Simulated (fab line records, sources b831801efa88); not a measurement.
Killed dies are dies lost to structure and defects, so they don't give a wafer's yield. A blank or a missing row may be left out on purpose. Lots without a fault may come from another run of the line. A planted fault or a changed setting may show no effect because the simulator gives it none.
Which tool did it? | flow gf180mcu | 15 lots, 43 wafers sampled, at 4 steps of a route of 602

WHAT THE GAUGES READ, wafer by wafer
GF_DUAL_GATE_OVL_MEAS_11. Usual: DUAL_GATE_OVL -0.5 nm, standard deviation 1.7.
lot  | measured     | on         | DUAL_GATE_OVL (nm) | flag
L614 | day 8 06:36  | overlay-01 | -0.6 -0.8 -1.6     |
L615 | day 8 12:19  | overlay-02 | -4.4 -3.3 -2.2     |
L616 | day 8 22:09  | overlay-01 | 1.4 1.6 2.5        |
L617 | day 9 04:42  | overlay-02 | -2.1 -1.3          |
L618 | day 9 09:32  | overlay-02 | -3.4 -2.4          |
L626 | day 11 21:16 | overlay-02 | -1.4 -1.9 -0.7     |
L628 | day 12 09:13 | overlay-02 | 2.2 2.0 1.4        |
L630 | day 13 05:18 | overlay-02 | 1.9 1.5 1.5        |
L631 | day 13 05:27 | overlay-01 | -1.3 -0.1 1.0      |
L632 | day 13 15:34 | overlay-01 | 0.5 -0.1 0.7       |
L633 | day 14 01:23 | overlay-01 | -0.7 -1.3 -1.3     |
L634 | day 14 01:41 | overlay-02 | 1.2 2.0 0.5        |
L635 | day 14 10:25 | overlay-02 | 1.3 1.2 0.1        |
L636 | day 14 16:13 | overlay-01 | -0.6 -0.6 1.2      |
L637 | day 14 22:33 | overlay-01 | -0.5 -0.1 -0.2     |

GF_POLY_GATE_CD_MEAS_18. Usual: cd_nm 280.1 nm, standard deviation 1.9.
lot  | measured     | on        | cd_nm (nm)        | flag
L614 | day 9 05:49  | cd_sem-01 | 280.0 279.2 278.6 |
L615 | day 9 10:22  | cd_sem-01 | 283.1 281.8 279.1 |
L616 | day 9 22:16  | cd_sem-02 | 281.0 280.3 280.6 |
L617 | day 10 04:11 | cd_sem-01 | 278.7 277.2       |
L618 | day 10 09:56 | cd_sem-02 | 281.2 279.0       |
L626 | day 13 04:22 | cd_sem-02 | 279.4 283.7 282.0 |
L628 | day 13 13:50 | cd_sem-01 | 285.1 281.1 283.3 |
L630 | day 14 08:50 | cd_sem-02 | 279.8 280.7 279.5 |
L631 | day 14 10:09 | cd_sem-02 | 278.7 279.4 277.7 |
L632 | day 14 22:55 | cd_sem-02 | 281.2 279.7 281.4 |
L633 | day 15 09:59 | cd_sem-02 | 280.0 280.3 279.7 |
L634 | day 15 09:59 | cd_sem-01 | 280.5 278.7 282.2 |
L635 | day 15 19:41 | cd_sem-01 | 283.5 280.3 281.6 |
L636 | day 16 00:55 | cd_sem-01 | 281.9 279.5 281.5 |
L637 | day 16 08:02 | cd_sem-02 | 280.6 276.9 276.7 |

GF_HV_LDD_CD_MEAS_07: target cd 400 nm. Usual: cd_nm 400.1 nm, standard deviation 2.5.
lot  | measured     | on        | cd_nm (nm)        | flag
L614 | day 9 23:28  | cd_sem-01 | 401.7 399.6 400.7 |
L615 | day 10 03:41 | cd_sem-02 | 402.2 400.9 399.9 |
L616 | day 10 15:17 | cd_sem-02 | 403.4 401.2 403.8 |
L617 | day 10 22:20 | cd_sem-02 | 398.4 397.2       |
L618 | day 11 04:38 | cd_sem-02 | 400.9 402.1       |
L626 | day 13 23:53 | cd_sem-02 | 399.7 400.5 400.3 |
L628 | day 14 09:24 | cd_sem-02 | 394.5 394.6 395.1 |
L630 | day 15 06:10 | cd_sem-01 | 399.8 399.9 401.0 |
L631 | day 15 07:05 | cd_sem-01 | 398.4 401.5 399.8 |
L632 | day 15 19:10 | cd_sem-02 | 404.5 404.1 403.5 |
L633 | day 16 06:54 | cd_sem-02 | 397.5 400.7 401.1 |
L634 | day 16 07:01 | cd_sem-01 | 399.1 397.7 397.7 |
L635 | day 16 16:31 | cd_sem-01 | 397.7 397.6 400.1 |
L636 | day 16 23:25 | cd_sem-01 | 404.2 403.1 402.6 |
L637 | day 17 07:06 | cd_sem-01 | 402.7 401.9 403.1 |

WHICH TOOL RAN EACH LOT (tool, then ch and the chambers of the sampled wafers, then the start)
lot  | GF_POLY_GATE_ETCH_13
L614 | rie_si-02 ch 2,3, day 9 03:16
L615 | rie_si-02 ch 1,2, day 9 08:46
L616 | rie_si-02 ch 1,2,3, day 9 20:44
L617 | rie_si-02 ch 2,3, day 10 02:37
L618 | rie_si-02 ch 2, day 10 07:31
L626 | rie_si-02 ch 0,1,2, day 12 22:40
L628 | rie_si-02 ch 0,3, day 13 09:22
L630 | rie_si-02 ch 1,2,3, day 14 07:20
L631 | rie_si-02 ch 0,2,3, day 14 07:34
L632 | rie_si-01 ch 1,3, day 14 19:08
L633 | rie_si-02 ch 0,1,3, day 15 02:23
L634 | rie_si-01 ch 0,1,2, day 15 03:01
L635 | rie_si-02 ch 0,1,2, day 15 12:19
L636 | rie_si-02 ch 0,1,3, day 15 18:35
L637 | rie_si-02 ch 0,1,3, day 16 03:49
- GF_POLY_GATE_ETCH_13: etches poly-Si in HBr/Cl2, stops on SiO2, target depth 198.5 nm, time 69.6 s.

WHAT THE TOOLS THEMSELVES READ (means of the sampled wafers that have a number; where no wafer has one, the mark that the record gives instead)
GF_POLY_GATE_ETCH_13. Usual: drypump_motor_current_A 5.5 A, standard deviation 0.43; oes_product_au 0.992 a.u., standard deviation 0.0081; throttle_valve_pct 33.683 %, standard deviation 0.0095.
lot  | tool      | drypump_motor_current_A (A) | oes_product_au (a.u.) | throttle_valve_pct (%) | flag
L614 | rie_si-02 | 5.3                         | 0.995                 | 33.693                 |
L615 | rie_si-02 | 5.6                         | 0.992                 | 33.675                 |
L616 | rie_si-02 | 5.4                         | 0.935                 | 33.674                 | OFF
L617 | rie_si-02 | 5.2                         | 0.810                 | 33.691                 | OFF
L618 | rie_si-02 | 5.5                         | 0.894                 | 33.676                 | OFF
L626 | rie_si-02 | 5.6                         | 0.989                 | 33.675                 |
L628 | rie_si-02 | 5.2                         | 0.995                 | 33.682                 |
L630 | rie_si-02 | 5.4                         | 0.981                 | 33.683                 |
L631 | rie_si-02 | 5.2                         | 0.992                 | 33.685                 |
L632 | rie_si-01 | 5.5                         | 0.987                 | 33.687                 |
L633 | rie_si-02 | 5.4                         | 0.996                 | 33.684                 |
L634 | rie_si-01 | 5.8                         | 0.978                 | 33.677                 |
L635 | rie_si-02 | 5.6                         | 0.999                 | 33.682                 |
L636 | rie_si-02 | 5.4                         | 1.000                 | 33.692                 |
L637 | rie_si-02 | 5.4                         | 0.996                 | 33.694                 |

THE ANSWER, worked out from the rows above alone
Rule: a lot is off if the mean of its wafers that have a number lies more than 3 standard deviations from the usual mean. A lot without any number at a reading at which 4 lots or more have one is off too. The other lots that the step has rows for count as sound. The gauges are gone through in route order, then the tools' own readings, and for those a lot's mean is taken as printed above. The first step at which some lot is off is used, and at that step the reading that is off furthest; a lot without a number counts as furthest.
Off: L616, L617, L618, at GF_POLY_GATE_ETCH_13 (oes_product_au).
A tool fits if, at that step or a process step before it, it ran every lot that is off, and no sound lot after the first of them. None of those tried fits.

WHAT THE SIMULATOR HAD PUT IN
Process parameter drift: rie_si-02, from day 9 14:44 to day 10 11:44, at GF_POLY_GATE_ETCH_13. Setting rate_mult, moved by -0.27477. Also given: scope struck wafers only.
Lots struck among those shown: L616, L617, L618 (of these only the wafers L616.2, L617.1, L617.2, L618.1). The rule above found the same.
